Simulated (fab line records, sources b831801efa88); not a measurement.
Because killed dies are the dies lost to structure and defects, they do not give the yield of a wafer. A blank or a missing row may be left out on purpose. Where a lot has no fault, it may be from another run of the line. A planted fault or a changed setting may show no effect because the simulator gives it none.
Problem report, 8D (eight disciplines) form, completed by code -- flow sky130 -- the parts of the form that need people (team, actions taken, sign-off) are left out

1. WHAT WENT WRONG
At SKY_LI_CONTACT_ETCH_14, oes_product_au averages 0.889 a.u. over 2 wafers from 2 lots, while fault-free wafers read 0.855 a.u., standard deviation 0.0048. That is +7.0 standard deviations from the usual mean.
The step: etches BARC in N2/H2, stops on SiO2, time 45.9 s, target depth 60 nm.
First seen on wafer L147.5, day 33 20:40, on rie_diel-03. Wafers with a number at this step in the record: 42, from 14 lots. By rule, "out" or "out of limits" means more than 4 standard deviations away from the usual mean. All remaining wafers that have a number are taken as sound.

2. WHAT IT IS, AND WHAT IT ISN'T
question,is,is not
which readings at this step,"oes_product_au, run_length_s","drypump_motor_current_A, n2_flow_sccm"
which lots,"L147, L153","L133, L135, L136, L137, L139, L140, L141, L143, L144, L145, L146, L152"
which wafers of those lots,"L147.5, L153.2","L147.2, L147.3, L153.1, L153.3"
read on which tools,rie_diel-03,"rie_diel-01, rie_diel-02"
when,from day 33 20:40,"up to then (35 sound wafers); but 5 sound wafers of L152, L153 came after"

3. WHAT RULES OUT EACH SUSPECT
Counting: if a tool at a process step up to the reading ran every lot that is out, it stays a suspect. Sound lots after the first of them don't rule it out here, since some wafers of a struck lot are sound.
- rie_diel-03 at SKY_LI_CONTACT_ETCH_14 (etches BARC in N2/H2, stops on SiO2, time 45.9 s, target depth 60 nm): kept. It processed each lot that is out (first: L147, day 33 20:40); up to then, its last sound lot is L146 (day 33 13:56). On those wafers its own readings are out: oes_product_au, run_length_s.
- Within rie_diel-03 at SKY_LI_CONTACT_ETCH_14: the wafers that are out ran in chamber 1; their sound lot-mates ran in chambers 0, 2, 3.
After counting, what remains is rie_diel-03 at SKY_LI_CONTACT_ETCH_14.

4. THE CAUSE (what the simulator had put in)
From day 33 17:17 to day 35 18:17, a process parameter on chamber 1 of rie_diel-03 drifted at SKY_LI_CONTACT_ETCH_14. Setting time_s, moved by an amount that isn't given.
The count eliminated every tool but this one.

5. THE EFFECT CHAIN, in route order
Rows list readings where the struck wafers' mean (over those with a number) sits beyond 3 standard deviations from the usual. Readings are gone through only where the record gives a usual standard deviation; hours: the median, over the lots, of the time from a lot's start at the first step in this table giving one to that lot's start at this step; sigmas: the change measured in usual standard deviations.
hours,step,reading,usual,on struck wafers,change,sigmas
0,SKY_LI_CONTACT_ETCH_14,oes_product_au,0.855 a.u.,0.889,+0.034,+7.0
0,SKY_LI_CONTACT_ETCH_14,run_length_s,74.13 s,72.25,-1.88,-6.7
The process steps in it:
- SKY_LI_CONTACT_ETCH_14: etches BARC in N2/H2, stops on SiO2, time 45.9 s, target depth 60 nm.

6. HOW IT WOULD HAVE BEEN CAUGHT EARLIER
The fault began at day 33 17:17; the first out-of-limits reading in this record came at day 33 20:40, 3 hours later.
